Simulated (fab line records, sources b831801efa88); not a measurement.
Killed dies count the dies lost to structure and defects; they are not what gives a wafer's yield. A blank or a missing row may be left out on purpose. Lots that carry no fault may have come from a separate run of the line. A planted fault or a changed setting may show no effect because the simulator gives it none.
Which tool is to blame? | flow sky130 | 42 wafers from 14 lots sampled at 4 of the route's 708 steps

WHAT THE GAUGES READ, wafer by wafer
SKY_VT_ADJUST_LVTN_OVL_MEAS_18. Usual: for VT_ADJUST_LVTN_01_OVL the level is -0.7 nm and the standard deviation is 1.4.
lot  | measured     | on         | VT_ADJUST_LVTN_01_OVL (nm) | flag
L421 | day 7 16:20  | overlay-02 | -1.6 -1.0 2.2              |
L422 | day 7 19:25  | overlay-01 | -0.4 -3.1 -1.3             |
L423 | day 8 03:31  | overlay-01 | 0.5 0.3 0.4                |
L424 | day 8 06:22  | overlay-01 | -0.3 -2.0 -1.6             |
L425 | day 8 12:55  | overlay-02 | -1.1 -2.2 -0.6             |
L429 | day 10 02:55 | overlay-02 | -1.3 -0.4 -0.8             |
L431 | day 10 11:58 | overlay-01 | 0.1 1.8 0.9                |
L430 | day 10 12:31 | overlay-02 | 0.5 -2.3 -1.4              |
L432 | day 11 01:35 | overlay-01 | -2.1 -1.1 -1.2             |
L439 | day 13 05:04 | overlay-02 | -0.5 -0.2 -0.9             |
L437 | day 13 06:10 | overlay-02 | -2.9 -1.3 -3.1             |
L438 | day 13 06:19 | overlay-01 | -1.8 -2.6 -1.1             |
L443 | day 14 11:04 | overlay-02 | -0.2 -0.3 0.7              |
L444 | day 14 11:22 | overlay-01 | -0.9 -0.8 -4.5             |

SKY_VT_ADJUST_LVTN_TW_MEAS_21. Usual: for VT_ADJUST_LVTN_2_TW the level is 188.2 and the standard deviation is 0.87.
lot  | measured     | on            | VT_ADJUST_LVTN_2_TW | flag
L421 | day 7 16:37  | film_metro-02 | 187.5 187.8 188.0   |
L422 | day 7 19:43  | film_metro-04 | 189.6 189.1 188.5   |
L423 | day 8 03:48  | film_metro-02 | 188.4 188.9 187.7   |
L424 | day 8 06:39  | film_metro-01 | 188.1 188.6 187.7   |
L425 | day 8 13:13  | film_metro-04 | 189.3 189.5 189.3   |
L429 | day 10 03:13 | film_metro-02 | 187.6 187.6 187.4   |
L431 | day 10 12:15 | film_metro-02 | 187.3 187.6 187.4   |
L430 | day 10 12:48 | film_metro-02 | 187.4 188.2 187.3   |
L432 | day 11 01:53 | film_metro-01 | 187.5 187.7 187.1   |
L439 | day 13 05:26 | film_metro-01 | 188.0 189.0 188.1   |
L437 | day 13 06:27 | film_metro-04 | 189.6 189.8 189.1   |
L438 | day 13 06:36 | film_metro-01 | 188.8 188.5 189.8   |
L443 | day 14 11:21 | film_metro-01 | 187.0 187.7 187.3   |
L444 | day 14 11:39 | film_metro-02 | 188.8 188.4 188.7   |

SKY_LI_CONTACT_THK_MEAS_01. Usual: for LI_CONTACT_HDPCVD_THK the level is 931 nm and the standard deviation is 8.6.
lot  | measured     | on            | LI_CONTACT_HDPCVD_THK (nm) | flag
L421 | day 27 17:27 | film_metro-04 | 939 925 941                |
L422 | day 28 01:51 | film_metro-03 | 918 916 920                |
L423 | day 28 10:34 | film_metro-04 | 931 938 933                |
L424 | day 28 14:56 | film_metro-02 | 922 928 917                |
L425 | day 28 21:28 | film_metro-04 | 932 923 929                |
L429 | day 31 01:32 | film_metro-03 | 934 936 945                |
L431 | day 31 07:16 | film_metro-03 | 943 936 934                |
L430 | day 31 10:08 | film_metro-03 | 908 928 914                |
L432 | day 32 04:37 | film_metro-02 | 936 930 933                |
L439 | day 34 13:01 | film_metro-04 | 932 941 923                |
L437 | day 34 14:02 | film_metro-02 | 926 929 934                |
L438 | day 34 13:22 | film_metro-04 | 934 950 942                |
L443 | day 35 15:23 | film_metro-03 | 925 930 935                |
L444 | day 36 12:10 | film_metro-03 | 925 924 925                |

TOOL THAT RAN EACH LOT (tool first, then ch and the chambers of the sampled wafers, then the start)
lot  | SKY_LDD_LDN_IMPLANT_08
L421 | implanter-01 ch 0, day 22 14:37
L422 | implanter-01 ch 0, day 22 22:09
L423 | implanter-04 ch 0, day 23 08:41
L424 | implanter-01 ch 0, day 23 13:17
L425 | implanter-04 ch 0, day 23 19:50
L429 | implanter-03 ch 0, day 26 03:52
L431 | implanter-01 ch 0, day 26 10:51
L430 | implanter-01 ch 0, day 26 12:50
L432 | implanter-01 ch 0, day 27 08:16
L439 | implanter-04 ch 0, day 29 19:45
L437 | implanter-04 ch 0, day 29 21:17
L438 | implanter-01 ch 0, day 29 21:35
L443 | implanter-01 ch 0, day 31 00:44
L444 | implanter-03 ch 0, day 31 09:23
- SKY_LDD_LDN_IMPLANT_08

WHAT THE TOOLS THEMSELVES READ (means of the sampled wafers that have a number; where no wafer has one, the mark that the record gives instead)
SKY_LDD_LDN_IMPLANT_08. Usual: dose_ions_cm2 1.2499e+13, standard deviation 1.1e+10; faraday_current_uA 70.6, standard deviation 1.4; rotation_deg 22.999 degrees, standard deviation 0.021.
lot  | tool         | dose_ions_cm2 | faraday_current_uA | rotation_deg (degrees) | flag
L421 | implanter-01 | 1.2507e+13    | 68.3               | 22.985                 |
L422 | implanter-01 | 1.2482e+13    | 71.8               | 22.994                 |
L423 | implanter-04 | 1.2493e+13    | 70.1               | 22.995                 |
L424 | implanter-01 | 1.2506e+13    | 70.1               | 23.011                 |
L425 | implanter-04 | 1.2496e+13    | 70.6               | 22.974                 |
L429 | implanter-03 | 1.2494e+13    | 70.1               | 23.002                 |
L431 | implanter-01 | 1.2502e+13    | 70.6               | 23.008                 |
L430 | implanter-01 | 1.2490e+13    | 71.0               | 23.023                 |
L432 | implanter-01 | 1.2503e+13    | 69.9               | 23.004                 |
L439 | implanter-04 | 1.1649e+13    | 66.1               | 23.020                 | OFF
L437 | implanter-04 | 1.1629e+13    | 66.2               | 22.996                 | OFF
L438 | implanter-01 | 1.2510e+13    | 70.4               | 23.028                 |
L443 | implanter-01 | 1.2502e+13    | 70.2               | 22.988                 |
L444 | implanter-03 | 1.2521e+13    | 70.2               | 23.004                 |

THE ANSWER, worked out from the rows above alone
Rule: lot off if the mean of its wafers having a number is beyond 3 standard deviations from the usual mean. A lot without any number at a reading at which 4 lots or more have one is off too. All remaining lots with rows at the step are treated as sound. Order of review: gauges by route order, followed by the tools' own readings, for which a lot's mean as printed above is used. At the first step where some lot is off, the reading lying furthest off is the one used; lots without a number count as furthest.
Off, at SKY_LDD_LDN_IMPLANT_08 on dose_ions_cm2: L439, L437.
A tool fits if, at that step or a process step before it, it ran every lot that is off, and no sound lot after the first of them. One candidate fits, namely implanter-04 at SKY_LDD_LDN_IMPLANT_08. A fault onset in the window from L425 (day 23 19:50, its last sound lot) to L439 (day 29 19:45, its first lot off) fits.
The tool's own readings at SKY_LDD_LDN_IMPLANT_08 bear it out: on the lots that are off they differ by more than 5 times the standard deviation of the sound lots' means. dose_ions_cm2 reads 1.1639e+13 there against 1.2500e+13 on the sound lots; faraday_current_uA reads 66.2 there against 70.3 on the sound lots.

WHAT THE SIMULATOR HAD INSERTED
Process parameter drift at SKY_LDD_LDN_IMPLANT_08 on implanter-04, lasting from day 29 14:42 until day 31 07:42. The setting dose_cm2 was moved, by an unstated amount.
Lots struck among those shown: L439, L437. The same result came from the rule above.
